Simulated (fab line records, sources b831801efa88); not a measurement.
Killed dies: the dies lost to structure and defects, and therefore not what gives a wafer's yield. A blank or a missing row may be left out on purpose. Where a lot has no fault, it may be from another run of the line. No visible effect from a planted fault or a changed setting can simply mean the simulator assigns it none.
A lot that was struck, set against a sound lot ; flow sky130 ; 24 out of 708 route steps
Sound: these wafers, L911.1, L911.3, L911.4. Struck: wafer L921.1 (left out: L921.5, a lot-mate that was not struck); the cause follows at the end.
At each step with rows: each side's tool, then ch and its chambers, then its first start. Under that, the readings that differ: sound wafers ; struck wafers ; difference of the means ; sigmas: that difference in standard deviations of wafers without a fault.
alike: readings whose means differ by less than 2 such deviations, and words and numbers that are the same on both sides. not compared: withheld readings, readings that some wafer has no value for, bounds like >300 that may hide the same value, and numbers for which the record gives no deviation and whose values overlap.
The two part at a step that has a row with sigmas, a row that says differs or no value, or rows on one side only. Numbers that don't overlap but have no deviation are shown without sigmas and don't part them. A reading that every wafer of one side lacks parts them only if that side has two wafers or more.

SKY_METAL3_METAL_ETCH_18: etches the open film in Cl2/BCl3, stops on SiO2, target depth 845 nm, time 183.1 s.
  sound on rie metal-01 ch 0,1, day 41 04:52; struck on rie metal-03 ch 1, day 44 05:07
  alike: drypump motor current A, oes product au, throttle valve pct
  not compared: rf hours counter h
SKY_METAL3_STRIP_19: strips in O2/N2.
  sound on plasma asher-02 ch 0,1, day 41 05:02; struck on plasma asher-01 ch 0, day 44 05:18
reading;sound;struck;difference;sigmas
drypump motor current A (A);6.4 6.3 6.4;5.4;-1.0;-3
oes product au (a.u.);0.495 0.502 0.495;0.509;+0.012;+2
  alike: n2 flow sccm, strip time to endpoint s
  not compared: rf hours counter h
then, 4 steps without rows for these wafers: SKY_METAL3_STRIP_20 (strips in post etch residue remover, time 1200 s); SKY_METAL3_CLEAN_21 (cleans in IPA, time 180 s); SKY_METAL3_CLEAN_22 (cleans in O3/DIW); SKY_VIA3_HDPCVD_00 (deposits SiO2, target thk 1635 nm, time 272.5 s).
SKY_VIA3_THK_MEAS_01:
  sound on film metro-02 at day 41 05:50; struck on film metro-04 at day 44 06:04
  alike: VIA3_HDPCVD_THK
SKY_VIA3_CMP_02: polishes SiO2.
  sound on cmp-01 ch 1,2,3, day 41 05:57; struck on cmp-02 ch 1, day 44 06:10
  alike: motor current A
SKY_VIA3_BOW_MEAS_03:
  sound on film metro-03 at day 41 06:12; struck on film metro-04 at day 44 06:25
  alike: VIA3_BOW
then, 3 steps without rows for these wafers: SKY_VIA3_DEHYDRATE_04 (time 60 s); SKY_VIA3_HMDS_05 (prime time 60 s); SKY_VIA3_COAT_06 (resist thk 60 nm).
SKY_VIA3_COAT_07: resist thk 450 nm.
  sound on litho track-01 ch 0, day 41 17:00; struck on litho track-01 ch 0, day 44 16:00
reading;sound;struck;difference;sigmas
model.KrF-thick_of_VIA3_COAT_07.thk nm (nm);449.3 450.1 450.8;500.9;+50.8;
  alike: spin speed rpm
then, 4 steps without rows for these wafers: SKY_VIA3_SOFTBAKE_08 (time 90 s); SKY_VIA3_EXPOSE_09 (exposes mask VIM3, target cd 200 nm); SKY_VIA3_PEB_10; SKY_VIA3_DEVELOP_11 (develop time 60 s).
SKY_VIA3_CD_MEAS_12: the cd target is 200 nm.
  sound on cd sem-02 at day 42 06:22; struck on cd sem-02 at day 45 04:57
  alike: cd nm
SKY_VIA3_OVL_MEAS_13:
  sound on overlay-01 at day 42 06:29; struck on overlay-01 at day 45 05:04
reading;sound;struck;difference;sigmas
VIA3_OVL (nm);-3 -7 4;-15;-13;-2
SKY_VIA3_ETCH_14: etches BARC in N2/H2, stops on SiO2, time 45.9 s, target depth 60 nm.
  sound on rie diel-04 ch 0,1,2, day 42 06:31; struck on rie diel-01 ch 2, day 45 05:07
  alike: drypump motor current A, n2 flow sccm, oes product au, throttle valve pct
  not compared: rf hours counter h
SKY_VIA3_ETCH_15: etches SiO2 in C4F8/O2/Ar, stops on TiN, target depth 507 nm, time 78 s.
  sound on rie diel-04 ch 0,1,2, day 42 06:34; struck on rie diel-01 ch 2, day 45 05:09
reading;sound;struck;difference;sigmas
oes product au (a.u.);0.954 0.949 0.949;0.937;-0.014;-3
model.KrF-thick_of_VIA3_COAT_07.thk nm (nm);290.8 291.1 292.4;343.1;+51.7;
  not compared: rf hours counter h
SKY_VIA3_STRIP_16: strips in O2/N2.
  sound on plasma asher-04 ch 0,1, day 42 06:37; struck on plasma asher-01 ch 0, day 45 05:13
reading;sound;struck;difference;sigmas
oes product au (a.u.);0.405 0.393 0.401;0.421;+0.021;+5
strip time to endpoint s (s);4.122 4.144 4.126;4.671;+0.540;+32
  alike: drypump motor current A, n2 flow sccm
  not compared: rf hours counter h
then, 1 step without rows for these wafers: SKY_VIA3_STRIP_17 (strips in post etch residue remover, time 1200 s).
SKY_PAD_OPEN_PROBE_99:
  sound wafers here have rows in the record (prober-01, day 48 00:50); struck ones have none

WHERE THEY PART
First at SKY_METAL3_STRIP_19; last, within this record, at SKY_PAD_OPEN_PROBE_99.

WHY: what the simulator had put in
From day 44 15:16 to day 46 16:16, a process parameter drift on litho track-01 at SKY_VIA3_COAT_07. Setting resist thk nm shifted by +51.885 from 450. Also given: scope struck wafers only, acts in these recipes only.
